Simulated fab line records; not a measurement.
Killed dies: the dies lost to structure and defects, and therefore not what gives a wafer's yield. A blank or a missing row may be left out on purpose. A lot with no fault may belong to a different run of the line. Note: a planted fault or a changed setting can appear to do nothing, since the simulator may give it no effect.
The tool behind it: which one? :: flow sky130 :: 36 wafers from 12 lots sampled at 3 of the route's 708 steps

WHAT EACH GAUGE READ, for each wafer
SKY_METAL2_CD_MEAS_15: target cd 140 nm. Usual: cdNm 140.2 nm, standard deviation 1.6.
lot: L322
measured: day 34 18:08
on: cdSem-01
cdNm (nm): 141.1 140.0 142.6
flag: 

lot: L324
measured: day 36 08:24
on: cdSem-01
cdNm (nm): 138.3 138.3 138.9
flag: 

lot: L326
measured: day 37 00:19
on: cdSem-01
cdNm (nm): 139.7 139.2 138.9
flag: 

lot: L328
measured: day 37 10:15
on: cdSem-01
cdNm (nm): 141.9 142.5 140.6
flag: 

lot: L330
measured: day 37 19:10
on: cdSem-01
cdNm (nm): 139.1 140.0 138.4
flag: 

lot: L331
measured: day 38 02:08
on: cdSem-01
cdNm (nm): 141.0 142.1 141.6
flag: 

lot: L332
measured: day 38 03:25
on: cdSem-01
cdNm (nm): 142.6 140.9 144.6
flag: 

lot: L333
measured: day 38 17:58
on: cdSem-02
cdNm (nm): 138.7 141.2 140.3
flag: 

lot: L334
measured: day 38 18:41
on: cdSem-01
cdNm (nm): 140.3 139.8 141.3
flag: 

lot: L337
measured: day 39 06:58
on: cdSem-01
cdNm (nm): 138.4 138.4 136.9
flag: 

lot: L339
measured: day 39 11:09
on: cdSem-01
cdNm (nm): 138.5 140.1 139.3
flag: 

lot: L344
measured: day 41 11:23
on: cdSem-01
cdNm (nm): 138.9 138.2 137.1
flag: 

SKY_VIA2_BOW_MEAS_03. Usual: VIA2_BOW typically reads 86 um, with standard deviation 7.1.
lot: L322
measured: day 34 19:34
on: filmMetro-02
VIA2_BOW (um): 92 81 81
flag: 

lot: L324
measured: day 36 09:49
on: filmMetro-02
VIA2_BOW (um): 92 88 98
flag: 

lot: L326
measured: day 37 01:50
on: filmMetro-02
VIA2_BOW (um): 81 81 97
flag: 

lot: L328
measured: day 37 12:17
on: filmMetro-02
VIA2_BOW (um): 89 88 97
flag: 

lot: L330
measured: day 37 21:10
on: filmMetro-04
VIA2_BOW (um): 83 96 93
flag: 

lot: L331
measured: day 38 04:10
on: filmMetro-04
VIA2_BOW (um): 96 89 80
flag: 

lot: L332
measured: day 38 05:21
on: filmMetro-02
VIA2_BOW (um): 78 82 89
flag: 

lot: L333
measured: day 38 19:30
on: filmMetro-04
VIA2_BOW (um): 83 76 85
flag: 

lot: L334
measured: day 38 20:32
on: filmMetro-04
VIA2_BOW (um): 84 89 74
flag: 

lot: L337
measured: day 39 08:29
on: filmMetro-04
VIA2_BOW (um): 67 87 89
flag: 

lot: L339
measured: day 39 12:40
on: filmMetro-01
VIA2_BOW (um): 85 87 85
flag: 

lot: L344
measured: day 41 12:49
on: filmMetro-01
VIA2_BOW (um): 90 74 84
flag: 

WHAT TOOL EACH LOT RAN ON (gives the tool, then ch and the chambers of the sampled wafers, and finally the start)
lot: L322
SKY_METAL2_ETCH_18: rieMetal-01 ch 0,1, day 34 18:19

lot: L324
SKY_METAL2_ETCH_18: rieMetal-03 ch 0,1, day 36 08:35

lot: L326
SKY_METAL2_ETCH_18: rieMetal-01 ch 0,1, day 37 00:29

lot: L328
SKY_METAL2_ETCH_18: rieMetal-02 ch 1, day 37 10:28

lot: L330
SKY_METAL2_ETCH_18: rieMetal-02 ch 1, day 37 19:23

lot: L331
SKY_METAL2_ETCH_18: rieMetal-02 ch 1, day 38 02:22

lot: L332
SKY_METAL2_ETCH_18: rieMetal-03 ch 0,1, day 38 03:37

lot: L333
SKY_METAL2_ETCH_18: rieMetal-01 ch 0,1, day 38 18:08

lot: L334
SKY_METAL2_ETCH_18: rieMetal-02 ch 1, day 38 18:55

lot: L337
SKY_METAL2_ETCH_18: rieMetal-01 ch 0,1, day 39 07:10

lot: L339
SKY_METAL2_ETCH_18: rieMetal-01 ch 0,1, day 39 11:20

lot: L344
SKY_METAL2_ETCH_18: rieMetal-02 ch 0,1, day 41 11:34
- SKY_METAL2_ETCH_18: etches BARC in N2/H2, stops on SiO2, time 45.9 s, target depth 60 nm.

WHAT THE TOOLS THEMSELVES READ (means of the sampled wafers that have a number; where no wafer has one, the mark that the record gives instead)
SKY_METAL2_ETCH_18. Usual: drypumpMotorCurrentA 6.0 A, standard deviation 0.41; oesProductAu 0.855 a.u., standard deviation 0.005; throttleValvePct 13.225 %, standard deviation 0.0095.
lot: L322
tool: rieMetal-01
drypumpMotorCurrentA (A): 6.4
oesProductAu (a.u.): 0.856
throttleValvePct (%): 13.227
flag: 

lot: L324
tool: rieMetal-03
drypumpMotorCurrentA (A): 6.3
oesProductAu (a.u.): 0.853
throttleValvePct (%): 13.227
flag: 

lot: L326
tool: rieMetal-01
drypumpMotorCurrentA (A): 6.4
oesProductAu (a.u.): 0.854
throttleValvePct (%): 13.226
flag: 

lot: L328
tool: rieMetal-02
drypumpMotorCurrentA (A): 5.6
oesProductAu (a.u.): 0.853
throttleValvePct (%): 13.224
flag: 

lot: L330
tool: rieMetal-02
drypumpMotorCurrentA (A): 5.6
oesProductAu (a.u.): 0.853
throttleValvePct (%): 13.234
flag: 

lot: L331
tool: rieMetal-02
drypumpMotorCurrentA (A): 5.6
oesProductAu (a.u.): 0.850
throttleValvePct (%): 13.220
flag: 

lot: L332
tool: rieMetal-03
drypumpMotorCurrentA (A): 6.1
oesProductAu (a.u.): 0.853
throttleValvePct (%): 13.225
flag: 

lot: L333
tool: rieMetal-01
drypumpMotorCurrentA (A): 6.2
oesProductAu (a.u.): 0.856
throttleValvePct (%): 13.226
flag: 

lot: L334
tool: rieMetal-02
drypumpMotorCurrentA (A): 5.6
oesProductAu (a.u.): 0.854
throttleValvePct (%): 13.224
flag: 

lot: L337
tool: rieMetal-01
drypumpMotorCurrentA (A): 6.5
oesProductAu (a.u.): 0.858
throttleValvePct (%): 13.227
flag: 

lot: L339
tool: rieMetal-01
drypumpMotorCurrentA (A): 6.4
oesProductAu (a.u.): 0.857
throttleValvePct (%): 13.217
flag: 

lot: L344
tool: rieMetal-02
drypumpMotorCurrentA (A): 5.7
oesProductAu (a.u.): 0.859
throttleValvePct (%): 13.223
flag: 

THE ANSWER, worked out from the rows above alone
Rule: a lot counts as off when the mean over its wafers that have a number is more than 3 standard deviations away from the usual mean. Also off: a lot with no number at a reading for which 4 or more lots have one. The other lots that the step has rows for count as sound. The gauges are gone through in route order, then the tools' own readings, and for those a lot's mean is taken as printed above. At the first step where some lot is off, the reading lying furthest off is the one used; lots without a number count as furthest.
No lot is off at any reading shown: from this, nothing can be told.

WHAT WAS PUT IN BY THE SIMULATOR
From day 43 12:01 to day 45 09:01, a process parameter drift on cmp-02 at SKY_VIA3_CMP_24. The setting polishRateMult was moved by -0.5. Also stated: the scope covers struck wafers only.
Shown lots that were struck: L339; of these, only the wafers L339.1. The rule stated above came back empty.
